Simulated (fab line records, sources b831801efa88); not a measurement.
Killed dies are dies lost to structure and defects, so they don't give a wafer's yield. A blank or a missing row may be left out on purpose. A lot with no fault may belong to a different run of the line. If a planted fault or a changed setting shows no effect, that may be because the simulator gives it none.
One fault through the eyes of 2 desks || flow sky130 || each desk has only its own numbers; what lay behind them comes last

## DESK OF THE TOOL OWNER: implanter-02
SKY_VT_ADJUST_LVTN_IMPLANT_08, tool's own readings: per-lot mean of the sampled wafers with a number, covering each lot this tool ran. A lot is out of limits, marked OUT, if its mean lies more than 4 standard deviations from the usual mean; the brackets give that distance.
Columns: A = dose ions cm2 at SKY_VT_ADJUST_LVTN_IMPLANT_08, usual 1.5699e+12; B = end station pressure torr at SKY_VT_ADJUST_LVTN_IMPLANT_08, usual 5.05e-06 Torr; C = faraday current uA at SKY_VT_ADJUST_LVTN_IMPLANT_08, usual 8.84
{"lot": "L856", "first seen here": "day 7 08:13", "A": 1.5690e+12, "B": 5.24e-06, "C": 9.00}
{"lot": "L860", "first seen here": "day 8 12:26", "A": 1.5690e+12, "B": 5.11e-06, "C": 8.79}
{"lot": "L863", "first seen here": "day 9 02:58", "A": "7.6923e+11 (-99 or more) OUT", "B": 5.00e-06, "C": "4.36 (-22) OUT"}
{"lot": "L867", "first seen here": "day 10 11:11", "A": "7.6933e+11 (-99 or more) OUT", "B": 5.11e-06, "C": "4.47 (-22) OUT"}
{"lot": "L868", "first seen here": "day 10 16:48", "A": "7.6937e+11 (-99 or more) OUT", "B": 4.96e-06, "C": "4.33 (-23) OUT"}
Finding of this desk: L863, L867, L868 out of limits; the first was L863 at day 9 02:58, on dose ions cm2 at SKY_VT_ADJUST_LVTN_IMPLANT_08. L856, L860 stayed within limits.

## AT THE METROLOGY DESK
Means of the sampled wafers that have a number, per lot and without regard to the tool the lot ran on: this is what the gauges read. A lot is out of limits, marked OUT, if its mean lies more than 4 standard deviations from the usual mean; the brackets give that distance.
Columns: A = VT_ADJUST_LVTN_TW at SKY_VT_ADJUST_LVTN_TW_MEAS_10, usual 239.4; B = CONTACT_BOW at SKY_CONTACT_BOW_MEAS_05, usual 83 um
{"lot": "L854", "first seen here": "day 6 19:02", "A": 238.3, "B": 88}
{"lot": "L855", "first seen here": "day 7 07:38", "A": 239.8, "B": 86}
{"lot": "L856", "first seen here": "day 7 08:28", "A": 240.8, "B": 82}
{"lot": "L860", "first seen here": "day 8 12:40", "A": 239.5, "B": 79}
{"lot": "L863", "first seen here": "day 9 03:12", "A": "195.9 (-31) OUT", "B": 84}
{"lot": "L867", "first seen here": "day 10 11:25", "A": "196.4 (-31) OUT", "B": 84}
{"lot": "L868", "first seen here": "day 10 17:03", "A": "195.9 (-31) OUT", "B": 80}
{"lot": "L869", "first seen here": "day 11 02:03", "A": 237.8, "B": 80}
{"lot": "L870", "first seen here": "day 11 09:08", "A": 236.8, "B": 77}
{"lot": "L871", "first seen here": "day 11 15:04", "A": 237.8, "B": 83}
{"lot": "L875", "first seen here": "day 12 12:51", "A": 237.7, "B": 82}
{"lot": "L877", "first seen here": "day 13 08:05", "A": 238.1, "B": 83}
Finding of this desk: L863, L867, L868 out of limits, first seen on L863 at day 9 03:12 (VT_ADJUST_LVTN_TW at SKY_VT_ADJUST_LVTN_TW_MEAS_10). L854, L855, L856, L860, L869, L870, L871, L875, L877 stayed within limits.

## ALL TOGETHER
An alarm could have come from the tool owner's desk at day 9 02:58, on L863, L867, L868.
An alarm was possible from the metrology desk at day 9 03:12, on L863, L867, L868.
Of the lots named, all ran SKY_VT_ADJUST_LVTN_IMPLANT_08 on implanter-02.

## WHAT HAD BEEN PUT IN BY THE SIMULATOR
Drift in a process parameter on implanter-02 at SKY_VT_ADJUST_LVTN_IMPLANT_08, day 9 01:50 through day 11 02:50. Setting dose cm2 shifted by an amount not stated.
Shown lots that were struck: L863, L867, L868.
Counting hours from when the fault started, the first reading out of limits came at 1 for the tool owner's desk and at 1 for the metrology desk.
